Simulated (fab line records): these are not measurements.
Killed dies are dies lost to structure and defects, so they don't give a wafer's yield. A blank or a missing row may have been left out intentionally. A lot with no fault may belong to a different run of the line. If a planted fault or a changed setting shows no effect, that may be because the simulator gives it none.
Which tool did it? + flow sky130 + 12 lots, 36 wafers sampled, at 6 steps of a route of 708

== WHAT THE GAUGES SHOWED, per wafer ==
SKY_VT_ADJUST_NCORE_CD_MEAS_07: the cd target is 380 nm. Usual: cd_nm reads 379.6 nm (standard deviation 2.4).
| lot  | measured     | on        | cd_nm (nm)        | flag |
|------|--------------|-----------|-------------------|------|
| L884 | day 9 07:26  | cd_sem-01 | 377.9 377.2 378.1 |      |
| L885 | day 9 08:39  | cd_sem-02 | 380.6 380.5 380.8 |      |
| L886 | day 9 17:09  | cd_sem-01 | 376.0 377.3 377.9 |      |
| L887 | day 9 20:46  | cd_sem-02 | - - -             | OFF  |
| L896 | day 12 15:27 | cd_sem-02 | 377.2 375.9 375.2 |      |
| L898 | day 13 02:45 | cd_sem-02 | 383.4 381.6 380.2 |      |
| L899 | day 13 05:24 | cd_sem-02 | 378.0 377.7 375.9 |      |
| L901 | day 13 19:31 | cd_sem-02 | 380.0 379.4 377.6 |      |
| L902 | day 14 00:06 | cd_sem-02 | 378.2 379.8 379.5 |      |
| L903 | day 14 09:43 | cd_sem-01 | 378.9 379.9 379.1 |      |
| L904 | day 14 15:17 | cd_sem-01 | 383.5 382.4 383.6 |      |
| L906 | day 15 12:48 | cd_sem-01 | 380.2 380.9 380.4 |      |

SKY_VT_ADJUST_NCORE_TW_MEAS_11. Usual: VT_ADJUST_NCORE_TW 218.8, standard deviation 2.5.
| lot  | measured     | on            | VT_ADJUST_NCORE_TW            | flag |
|------|--------------|---------------|-------------------------------|------|
| L884 | day 9 07:50  | film_metro-03 | 215.9 215.2 215.4             |      |
| L885 | day 9 09:03  | film_metro-02 | 222.2 222.7 221.9             |      |
| L886 | day 9 17:33  | film_metro-02 | 221.8 221.1 222.2             |      |
| L887 | day 9 21:10  | film_metro-01 | 30.0 30.2 30.0 30.0 29.9 30.1 | OFF  |
| L896 | day 12 15:52 | film_metro-01 | 220.9 220.1 220.1             |      |
| L898 | day 13 03:10 | film_metro-03 | 215.7 216.2 215.1             |      |
| L899 | day 13 05:48 | film_metro-01 | 219.7 220.6 220.0             |      |
| L901 | day 13 20:04 | film_metro-03 | 215.9 215.7 215.0             |      |
| L902 | day 14 00:31 | film_metro-03 | 216.0 216.2 215.2             |      |
| L903 | day 14 10:07 | film_metro-02 | 221.6 219.4 219.6             |      |
| L904 | day 14 15:41 | film_metro-01 | 219.8 219.8 218.7             |      |
| L906 | day 15 13:12 | film_metro-01 | 220.4 220.2 221.7             |      |

SKY_LOCAL_INTERCONNECT_RS_MEAS_01: measurement is done with a four-point probe. Usual: LOCAL_INTERCONNECT_TIN_RS 14.19 ohm/sq, standard deviation 0.17.
| lot  | measured     | on            | LOCAL_INTERCONNECT_TIN_RS (ohm/sq) | flag |
|------|--------------|---------------|------------------------------------|------|
| L884 | day 30 13:47 | film_metro-03 | 14.18 14.04 14.10                  |      |
| L885 | day 30 13:20 | film_metro-03 | 14.01 14.15 14.06                  |      |
| L886 | day 31 00:15 | film_metro-03 | 14.01 14.03 13.90                  |      |
| L896 | day 34 08:59 | film_metro-03 | 14.07 14.13 14.28                  |      |
| L898 | day 34 18:32 | film_metro-01 | 14.40 14.34 14.27                  |      |
| L899 | day 34 18:56 | film_metro-03 | 14.16 14.09 14.12                  |      |
| L901 | day 35 11:49 | film_metro-03 | 14.21 14.48 14.30                  |      |
| L902 | day 35 16:48 | film_metro-01 | 14.34 14.42 14.26                  |      |
| L903 | day 36 01:19 | film_metro-04 | 14.21 14.28 14.19                  |      |
| L904 | day 36 06:48 | film_metro-01 | 14.27 13.96 14.16                  |      |
| L906 | day 37 00:51 | film_metro-01 | 14.54 14.74 14.45                  |      |

SKY_LOCAL_INTERCONNECT_THK_MEAS_02: measures by xrf. Usual: LOCAL_INTERCONNECT_TIN_THK 100.1 nm, standard deviation 1.2.
| lot  | measured     | on            | LOCAL_INTERCONNECT_TIN_THK (nm) | flag |
|------|--------------|---------------|---------------------------------|------|
| L884 | day 30 13:55 | film_metro-03 | 99.6 100.9 100.9                |      |
| L885 | day 30 13:27 | film_metro-03 | 101.4 100.1 100.7               |      |
| L886 | day 31 00:22 | film_metro-03 | 101.4 101.4 102.3               |      |
| L896 | day 34 09:07 | film_metro-03 | 101.0 100.8 99.9                |      |
| L898 | day 34 18:39 | film_metro-01 | 97.7 98.3 98.9                  |      |
| L899 | day 34 19:02 | film_metro-03 | 100.0 101.1 100.5               |      |
| L901 | day 35 11:55 | film_metro-03 | 100.2 98.5 99.9                 |      |
| L902 | day 35 16:55 | film_metro-01 | 98.8 98.6 99.3                  |      |
| L903 | day 36 01:26 | film_metro-04 | 99.8 99.3 100.1                 |      |
| L904 | day 36 06:55 | film_metro-01 | 99.6 101.5 100.0                |      |
| L906 | day 37 00:58 | film_metro-01 | 96.7 95.8 97.5                  |      |

SKY_LOCAL_INTERCONNECT_OVL_MEAS_12. Usual: LOCAL_INTERCONNECT_OVL 0 nm, standard deviation 6.3.
| lot  | measured     | on         | LOCAL_INTERCONNECT_OVL (nm) | flag |
|------|--------------|------------|-----------------------------|------|
| L884 | day 31 18:34 | overlay-02 | 7 2 9                       |      |
| L885 | day 31 18:13 | overlay-02 | 8 5 10                      |      |
| L886 | day 32 05:13 | overlay-01 | 0 -3 1                      |      |
| L896 | day 35 12:01 | overlay-02 | -13 -12 -8                  |      |
| L898 | day 35 22:07 | overlay-02 | -3 2 -1                     |      |
| L899 | day 35 22:08 | overlay-01 | 12 12 7                     |      |
| L901 | day 36 14:35 | overlay-02 | 0 4 0                       |      |
| L902 | day 36 20:04 | overlay-02 | -7 5 -5                     |      |
| L903 | day 37 03:43 | overlay-01 | 3 19 16                     |      |
| L904 | day 37 09:13 | overlay-01 | -2 -7 -4                    |      |
| L906 | day 38 03:32 | overlay-01 | 3 -5 7                      |      |

== WHAT TOOL EACH LOT RAN ON (gives the tool, then ch and the chambers of the sampled wafers, and finally the start) ==
| lot  | SKY_VT_ADJUST_NCORE_EXPOSE_04       |
|------|-------------------------------------|
| L884 | iline_stepper-02 ch 0, day 8 21:07  |
| L885 | iline_stepper-02 ch 0, day 8 21:59  |
| L886 | iline_stepper-01 ch 0, day 9 05:50  |
| L887 | iline_stepper-02 ch 0, day 9 09:12  |
| L896 | iline_stepper-01 ch 0, day 12 03:48 |
| L898 | iline_stepper-01 ch 0, day 12 14:30 |
| L899 | iline_stepper-02 ch 0, day 12 16:08 |
| L901 | iline_stepper-02 ch 0, day 13 06:52 |
| L902 | iline_stepper-02 ch 0, day 13 11:42 |
| L903 | iline_stepper-01 ch 0, day 13 20:24 |
| L904 | iline_stepper-02 ch 0, day 14 02:43 |
| L906 | iline_stepper-02 ch 0, day 14 22:29 |
- SKY_VT_ADJUST_NCORE_EXPOSE_04: exposes mask LVTN COMPLEMENT THIN, target cd 380 nm.

== WHAT THE TOOLS THEMSELVES READ (means of the sampled wafers that have a number; where no wafer has one, the mark that the record gives instead) ==
The record holds no such reading with a usual standard deviation.

== THE ANSWER, worked out from the rows above alone ==
Rule: a lot is off if the mean of its wafers that have a number lies more than 3 standard deviations from the usual mean. Also off: a lot with no number at a reading for which 4 or more lots have one. The other lots that the step has rows for count as sound. First the gauges in route order, then the tools' own readings, where a lot's mean is used as printed above. The first step at which some lot is off is used, and at that step the reading that is off furthest; a lot without a number counts as furthest.
Off: L887 (SKY_VT_ADJUST_NCORE_CD_MEAS_07, cd_nm). Without a number there: L887.
If a tool, at a process step before that reading, ran all the lots that are off and no sound lot after the first of them, it fits. Not tried: the gauges at SKY_VT_ADJUST_NCORE_CD_MEAS_07; whatever is off there is also off at SKY_VT_ADJUST_NCORE_TW_MEAS_11, on other tools, and gauge error can't account for it. Not one of the candidates tried fits.

== WHAT THE SIMULATOR PUT IN ==
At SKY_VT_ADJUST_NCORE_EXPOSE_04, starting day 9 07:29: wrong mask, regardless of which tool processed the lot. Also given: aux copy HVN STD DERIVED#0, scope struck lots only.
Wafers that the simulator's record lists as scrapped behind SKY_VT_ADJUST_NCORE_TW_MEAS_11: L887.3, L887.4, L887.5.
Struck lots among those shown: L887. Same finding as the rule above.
